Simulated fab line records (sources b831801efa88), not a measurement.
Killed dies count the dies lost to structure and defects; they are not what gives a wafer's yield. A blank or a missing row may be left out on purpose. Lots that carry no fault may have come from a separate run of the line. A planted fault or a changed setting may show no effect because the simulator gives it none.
The tool behind it: which one?    flow sky130    13 lots (38 wafers sampled), 1 step of a 708-step route

== WHAT THE GAUGES SHOWED, per wafer ==
SKY_CAP2M_OVL_MEAS_12. Usual: for CAP2M_OVL the level is -0.2 nm and the standard deviation is 1.6.
lot   measured      on          CAP2M_OVL (nm)  flag
L179  day 40 05:18  overlay-01  -1.0 -0.4 0.7   
L183  day 41 20:48  overlay-02  0.1 1.0 0.1     
L182  day 42 01:24  overlay-01  1.0 0.4 -0.6    
L184  day 42 18:59  overlay-01  -0.5 -2.2 1.5   
L185  day 43 09:48  overlay-02  -0.2 0.4 1.6    
L189  day 43 16:25  overlay-01  2.3 0.6 2.5     
L192  day 45 02:26  overlay-02  -1.5 -2.5 0.9   
L190  day 45 06:25  overlay-01  1.9 2.7         
L194  day 45 10:53  overlay-01  1.5 1.9 1.5     
L198  day 46 00:26  overlay-02  -1.2 -0.4 -0.4  
L199  day 46 10:27  overlay-02  0.4 -3.4 -1.9   
L201  day 46 14:33  overlay-01  -0.9 -0.1 1.2   
L202  day 47 02:34  overlay-02  -1.3 -2.5 -1.0  

== WHAT TOOL EACH LOT RAN ON (gives the tool, then ch and the chambers of the sampled wafers, and finally the start) ==
Record: no process step prior to these readings.

== WHAT THE TOOLS THEMSELVES READ (means of the sampled wafers that have a number; where no wafer has one, the mark that the record gives instead) ==
The record holds no such reading with a usual standard deviation.

== THE ANSWER, worked out from the rows above alone ==
Rule: a lot counts as off when the mean over its wafers that have a number is more than 3 standard deviations away from the usual mean. A lot without any number at a reading at which 4 lots or more have one is off too. Any other lot the step has rows for is counted as sound. The gauges are gone through in route order, then the tools' own readings, and for those a lot's mean is taken as printed above. The first step at which some lot is off is used, and at that step the reading that is off furthest; a lot without a number counts as furthest.
Nothing can be told from this: no lot is off at any reading shown.

== WHAT HAD BEEN PUT IN BY THE SIMULATOR ==
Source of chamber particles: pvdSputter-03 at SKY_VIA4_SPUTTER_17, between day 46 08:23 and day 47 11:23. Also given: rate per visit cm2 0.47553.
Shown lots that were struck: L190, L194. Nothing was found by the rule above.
